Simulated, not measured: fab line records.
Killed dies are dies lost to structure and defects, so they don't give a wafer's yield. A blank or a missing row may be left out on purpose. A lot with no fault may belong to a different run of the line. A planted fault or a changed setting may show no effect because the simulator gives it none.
The tool behind it: which one?    flow sky130    24 lots with 72 wafers sampled at 6 steps, on a route of 708 steps

== WHAT THE GAUGES SHOWED, per wafer ==
SKY_CONTACT_THK_MEAS_26: measures by xrf. Usual: CONTACT_W_THK 337 nm, standard deviation 5.2.
lot   measured      on             CONTACT_W_THK (nm)  flag
L074  day 31 16:43  film-metro-01  336 335 336         
L075  day 32 03:03  film-metro-02  333 341 335         
L076  day 32 12:14  film-metro-04  341 338 341         
L077  day 32 19:04  film-metro-01  329 330 329         
L078  day 33 06:41  film-metro-02  343 345 343         
L079  day 33 21:00  film-metro-04  336 331 338         
L080  day 33 21:22  film-metro-02  338 344 351         
L081  day 33 22:01  film-metro-02  336 338 338         
L082  day 35 06:50  film-metro-02  338 344 343         
L083  day 35 08:19  film-metro-04  343 341 342         
L084  day 35 08:40  film-metro-02  339 345 346         
L085  day 35 13:01  film-metro-02  338 339 343         
L086  day 35 20:18  film-metro-01  329 338 334         
L087  day 36 15:42  film-metro-02  344 341 344         
L088  day 36 15:58  film-metro-04  348 348 336         
L090  day 37 01:37  film-metro-02  330 328 334         
L089  day 37 03:20  film-metro-01  336 333 332         
L091  day 37 05:38  film-metro-02  346 347 340         
L092  day 37 15:18  film-metro-01  335 341 328         
L093  day 37 23:11  film-metro-01  338 336 333         
L094  day 38 03:45  film-metro-04  335 335 334         
L095  day 38 15:37  film-metro-04  331 332 329         
L096  day 38 20:40  film-metro-02  341 338 337         
L097  day 38 22:30  film-metro-01  332 332 330         

SKY_METAL3_CD_MEAS_13: target cd 300 nm. Usual: cd-nm at 300.2 nm, with a standard deviation of 1.1.
lot   measured      on         cd-nm (nm)         flag
L074  day 38 15:53  cd-sem-01  300.3 299.9 301.3  
L075  day 39 02:19  cd-sem-02  299.9 299.1 300.3  
L076  day 39 09:26  cd-sem-02  299.0 298.7 300.5  
L077  day 39 17:37  cd-sem-01  300.1 300.8 300.5  
L078  day 40 03:26  cd-sem-02  299.3 300.4 299.1  
L079  day 40 14:49  cd-sem-02  302.1 302.1 302.0  
L080  day 40 15:47  cd-sem-02  300.1 299.0 300.9  
L081  day 40 16:45  cd-sem-02  299.5 300.2 300.4  
L082  day 41 21:56  cd-sem-02  301.2 298.4 300.1  
L083  day 41 23:05  cd-sem-01  300.4 300.3 301.3  
L084  day 42 00:02  cd-sem-02  301.0 301.5 302.0  
L085  day 42 04:43  cd-sem-01  300.1 302.0 300.0  
L086  day 42 11:52  cd-sem-02  299.6 300.4 300.1  
L087  day 43 04:50  cd-sem-02  299.8 297.9 301.2  
L088  day 43 05:41  cd-sem-02  303.0 303.2 303.2  
L090  day 43 14:03  cd-sem-02  300.0 299.9 299.6  
L089  day 43 15:21  cd-sem-02  300.1 300.4 300.1  
L091  day 43 16:46  cd-sem-02  298.9 297.7 298.6  
L092  day 44 00:05  cd-sem-02  299.1 300.0 298.8  
L093  day 44 07:50  cd-sem-02  300.1 301.0 301.1  
L094  day 44 14:10  cd-sem-01  301.4 299.8 300.1  
L095  day 45 00:06  cd-sem-02  301.1 300.3 300.0  
L096  day 45 02:47  cd-sem-02  297.8 298.8 298.0  
L097  day 45 03:43  cd-sem-02  300.8 298.6 300.0  

== WHICH TOOL RAN EACH LOT (tool, then ch and the chambers of the sampled wafers, then the start) ==
lot   SKY_LI_CONTACT_STRIP_16               SKY_METAL1_DESCUM_17               SKY_METAL1_ETCH_18                 SKY_METAL3_SPUTTER_03
L074  plasma-asher-03 ch 0,1, day 29 05:13  rie-metal-01 ch 0,1, day 32 20:42  rie-metal-01 ch 0,1, day 32 20:44  pvd-sputter-03, day 36 12:15
L075  plasma-asher-02 ch 0,1, day 29 16:08  rie-metal-01 ch 0,1, day 33 06:35  rie-metal-01 ch 0,1, day 33 06:37  pvd-sputter-03, day 36 21:47
L076  plasma-asher-03 ch 0,1, day 30 01:13  rie-metal-02 ch 0,1, day 33 15:59  rie-metal-02 ch 0,1, day 33 16:01  pvd-sputter-03, day 37 05:16
L077  plasma-asher-03 ch 0,1, day 30 09:13  rie-metal-04 ch 0,1, day 33 22:50  rie-metal-04 ch 0,1, day 33 22:52  pvd-sputter-02, day 37 13:54
L078  plasma-asher-02 ch 0,1, day 30 20:53  rie-metal-01 ch 0,1, day 34 10:14  rie-metal-01 ch 0,1, day 34 10:17  pvd-sputter-01, day 38 00:34
L079  plasma-asher-02 ch 0,1, day 31 11:09  rie-metal-02 ch 0,1, day 34 23:58  rie-metal-02 ch 0,1, day 35 00:00  pvd-sputter-03, day 38 11:45
L080  plasma-asher-01 ch 0,1, day 31 11:16  rie-metal-01 ch 0,1, day 35 00:19  rie-metal-01 ch 0,1, day 35 00:21  pvd-sputter-03, day 38 13:17
L081  plasma-asher-03 ch 0,1, day 31 12:43  rie-metal-04 ch 0,1, day 35 01:52  rie-metal-04 ch 0,1, day 35 01:54  pvd-sputter-01, day 38 14:45
L082  plasma-asher-01 ch 0,1, day 32 21:12  rie-metal-02 ch 0,1, day 36 09:49  rie-metal-02 ch 0,1, day 36 09:51  pvd-sputter-01, day 39 20:27
L083  plasma-asher-02 ch 0,1, day 32 21:52  rie-metal-04 ch 0,1, day 36 11:37  rie-metal-04 ch 0,1, day 36 11:39  pvd-sputter-01, day 39 21:37
L084  plasma-asher-01 ch 0,1, day 32 22:37  rie-metal-02 ch 0,1, day 36 11:58  rie-metal-02 ch 0,1, day 36 12:00  pvd-sputter-01, day 39 22:56
L085  plasma-asher-02 ch 0,1, day 33 03:10  rie-metal-02 ch 0,1, day 36 16:38  rie-metal-02 ch 0,1, day 36 16:40  pvd-sputter-01, day 40 04:24
L086  plasma-asher-02 ch 0,1, day 33 11:34  rie-metal-02 ch 0,1, day 36 23:28  rie-metal-02 ch 0,1, day 36 23:30  pvd-sputter-01, day 40 10:37
L087  plasma-asher-01 ch 0,1, day 34 05:45  rie-metal-04 ch 0,1, day 37 18:25  rie-metal-04 ch 0,1, day 37 18:28  pvd-sputter-01, day 41 04:38
L088  plasma-asher-03 ch 0,1, day 34 06:37  rie-metal-02 ch 0,1, day 37 19:20  rie-metal-02 ch 0,1, day 37 19:22  pvd-sputter-02, day 41 05:24
L090  plasma-asher-01 ch 0,1, day 34 16:33  rie-metal-04 ch 0,1, day 38 03:57  rie-metal-04 ch 0,1, day 38 03:59  pvd-sputter-01, day 41 13:34
L089  plasma-asher-02 ch 0,1, day 34 18:28  rie-metal-01 ch 0,1, day 38 05:44  rie-metal-01 ch 0,1, day 38 05:46  pvd-sputter-01, day 41 14:46
L091  plasma-asher-03 ch 0,1, day 34 21:13  rie-metal-04 ch 0,1, day 38 08:20  rie-metal-04 ch 0,1, day 38 08:22  pvd-sputter-03, day 41 17:00
L092  plasma-asher-01 ch 0,1, day 35 07:36  rie-metal-01 ch 0,1, day 38 17:28  rie-metal-01 ch 0,1, day 38 17:31  pvd-sputter-03, day 42 01:07
L093  plasma-asher-01 ch 0,1, day 35 13:50  rie-metal-04 ch 0,1, day 39 01:32  rie-metal-04 ch 0,1, day 39 01:35  pvd-sputter-02, day 42 09:00
L094  plasma-asher-02 ch 0,1, day 35 19:41  rie-metal-02 ch 0,1, day 39 05:11  rie-metal-02 ch 0,1, day 39 05:14  pvd-sputter-02, day 42 14:09
L095  plasma-asher-01 ch 0,1, day 36 07:16  rie-metal-04 ch 0,1, day 39 17:35  rie-metal-04 ch 0,1, day 39 17:37  pvd-sputter-01, day 43 02:04
L096  plasma-asher-02 ch 0,1, day 36 14:01  rie-metal-02 ch 0,1, day 39 23:11  rie-metal-02 ch 0,1, day 39 23:13  pvd-sputter-03, day 43 05:43
L097  plasma-asher-03 ch 0,1, day 36 14:51  rie-metal-01 ch 0,1, day 39 23:53  rie-metal-01 ch 0,1, day 39 23:55  pvd-sputter-01, day 43 06:56
- SKY_LI_CONTACT_STRIP_16: strips in O2/N2.
- SKY_METAL1_DESCUM_17: chemistry O2, time 8 s.
- SKY_METAL1_ETCH_18: etches BARC in N2/H2, stops on SiO2, time 47.72 s, target depth 60 nm.
- SKY_METAL3_SPUTTER_03: material Ti, target thk 5 nm, time 3.3 s.

== WHAT THE TOOLS THEMSELVES READ (means of the sampled wafers that have a number; where no wafer has one, the mark that the record gives instead) ==
SKY_LI_CONTACT_STRIP_16. Usual: drypump-motor-current-A 5.6 A, standard deviation 0.34; oes-product-au 0.377 a.u., standard deviation 0.0051; strip-time-to-endpoint-s 3.50 s, standard deviation 0.062.
lot   tool             drypump-motor-current-A (A)  oes-product-au (a.u.)  strip-time-to-endpoint-s (s)  flag
L074  plasma-asher-03  6.0                          0.375                  3.46                          
L075  plasma-asher-02  5.6                          0.376                  3.52                          
L076  plasma-asher-03  6.0                          0.377                  3.53                          
L077  plasma-asher-03  6.0                          0.372                  3.43                          
L078  plasma-asher-02  5.4                          0.382                  3.55                          
L079  plasma-asher-02  5.6                          0.377                  3.51                          
L080  plasma-asher-01  5.4                          0.376                  3.48                          
L081  plasma-asher-03  5.8                          0.374                  3.58                          
L082  plasma-asher-01  5.4                          0.372                  3.50                          
L083  plasma-asher-02  5.6                          0.376                  3.53                          
L084  plasma-asher-01  5.4                          0.373                  3.49                          
L085  plasma-asher-02  5.7                          0.380                  3.54                          
L086  plasma-asher-02  5.6                          0.382                  3.57                          
L087  plasma-asher-01  5.3                          0.380                  3.58                          
L088  plasma-asher-03  5.8                          0.378                  3.50                          
L090  plasma-asher-01  5.5                          0.375                  3.52                          
L089  plasma-asher-02  5.6                          0.374                  3.47                          
L091  plasma-asher-03  6.0                          0.372                  3.48                          
L092  plasma-asher-01  5.3                          0.377                  3.42                          
L093  plasma-asher-01  5.5                          0.377                  3.51                          
L094  plasma-asher-02  5.4                          0.382                  3.49                          
L095  plasma-asher-01  5.3                          0.381                  3.63                          
L096  plasma-asher-02  5.7                          0.375                  3.46                          
L097  plasma-asher-03  5.9                          0.381                  3.49                          

SKY_METAL1_DESCUM_17. Usual: drypump-motor-current-A 5.5 A, standard deviation 0.38; oes-product-au 0.999 a.u., standard deviation 0.014.
lot   tool          drypump-motor-current-A (A)  oes-product-au (a.u.)  flag
L074  rie-metal-01  5.1                          1.022                  
L075  rie-metal-01  5.2                          1.007                  
L076  rie-metal-02  5.6                          1.004                  
L077  rie-metal-04  5.5                          0.995                  
L078  rie-metal-01  5.1                          1.012                  
L079  rie-metal-02  5.6                          0.992                  
L080  rie-metal-01  5.1                          1.016                  
L081  rie-metal-04  5.5                          0.992                  
L082  rie-metal-02  5.6                          0.991                  
L083  rie-metal-04  5.6                          0.995                  
L084  rie-metal-02  5.9                          0.997                  
L085  rie-metal-02  5.6                          0.990                  
L086  rie-metal-02  5.9                          0.996                  
L087  rie-metal-04  5.5                          0.986                  
L088  rie-metal-02  5.6                          0.995                  
L090  rie-metal-04  5.6                          1.006                  
L089  rie-metal-01  5.1                          1.010                  
L091  rie-metal-04  5.6                          1.004                  
L092  rie-metal-01  5.2                          1.010                  
L093  rie-metal-04  5.6                          0.993                  
L094  rie-metal-02  5.9                          0.993                  
L095  rie-metal-04  5.5                          0.984                  
L096  rie-metal-02  5.9                          0.994                  
L097  rie-metal-01  5.2                          1.007                  

SKY_METAL1_ETCH_18. Usual: drypump-motor-current-A 5.5 A, standard deviation 0.38; oes-product-au 0.848 a.u., standard deviation 0.005; throttle-valve-pct 13.224 %, standard deviation 0.0089.
lot   tool          drypump-motor-current-A (A)  oes-product-au (a.u.)  throttle-valve-pct (%)  flag
L074  rie-metal-01  5.1                          0.850                  13.222                  
L075  rie-metal-01  5.2                          0.846                  13.218                  
L076  rie-metal-02  5.6                          0.848                  13.225                  
L077  rie-metal-04  5.5                          0.843                  13.220                  
L078  rie-metal-01  5.1                          0.852                  13.221                  
L079  rie-metal-02  5.6                          0.847                  13.221                  
L080  rie-metal-01  5.1                          0.853                  13.219                  
L081  rie-metal-04  5.6                          0.844                  13.228                  
L082  rie-metal-02  5.6                          0.849                  13.216                  
L083  rie-metal-04  5.6                          0.849                  13.221                  
L084  rie-metal-02  5.9                          0.849                  13.218                  
L085  rie-metal-02  5.6                          0.850                  13.225                  
L086  rie-metal-02  5.9                          0.850                  13.223                  
L087  rie-metal-04  5.5                          0.850                  13.222                  
L088  rie-metal-02  5.6                          0.851                  13.230                  
L090  rie-metal-04  5.6                          0.847                  13.222                  
L089  rie-metal-01  5.1                          0.846                  13.224                  
L091  rie-metal-04  5.6                          0.844                  13.223                  
L092  rie-metal-01  5.2                          0.848                  13.227                  
L093  rie-metal-04  5.6                          0.849                  13.220                  
L094  rie-metal-02  5.9                          0.843                  13.227                  
L095  rie-metal-04  5.5                          0.849                  13.230                  
L096  rie-metal-02  5.9                          0.849                  13.235                  
L097  rie-metal-01  5.2                          0.848                  13.221                  

SKY_METAL3_SPUTTER_03. Usual: throttle-valve-pct at 30.0 %, with a standard deviation of 0.67.
lot   tool            throttle-valve-pct (%)  flag
L074  pvd-sputter-03  30.2                    
L075  pvd-sputter-03  30.5                    
L076  pvd-sputter-03  30.1                    
L077  pvd-sputter-02  29.4                    
L078  pvd-sputter-01  30.6                    
L079  pvd-sputter-03  30.0                    
L080  pvd-sputter-03  29.7                    
L081  pvd-sputter-01  29.9                    
L082  pvd-sputter-01  30.2                    
L083  pvd-sputter-01  30.0                    
L084  pvd-sputter-01  30.4                    
L085  pvd-sputter-01  29.9                    
L086  pvd-sputter-01  29.9                    
L087  pvd-sputter-01  29.5                    
L088  pvd-sputter-02  29.9                    
L090  pvd-sputter-01  29.7                    
L089  pvd-sputter-01  29.9                    
L091  pvd-sputter-03  30.6                    
L092  pvd-sputter-03  30.5                    
L093  pvd-sputter-02  30.5                    
L094  pvd-sputter-02  30.1                    
L095  pvd-sputter-01  29.3                    
L096  pvd-sputter-03  30.5                    
L097  pvd-sputter-01  29.5                    

== THE ANSWER, worked out from the rows above alone ==
Rule: a lot counts as off when the mean over its wafers that have a number is more than 3 standard deviations away from the usual mean. Also off: a lot with no number at a reading for which 4 or more lots have one. The other lots that the step has rows for count as sound. After the gauges, taken in route order, come the tools' own readings; for these a lot's mean is taken, as printed above. At the first step where some lot is off, the reading lying furthest off is the one used; lots without a number count as furthest.
None of the lots is off at any reading shown; this tells nothing.

== WHAT WAS PUT IN BY THE SIMULATOR ==
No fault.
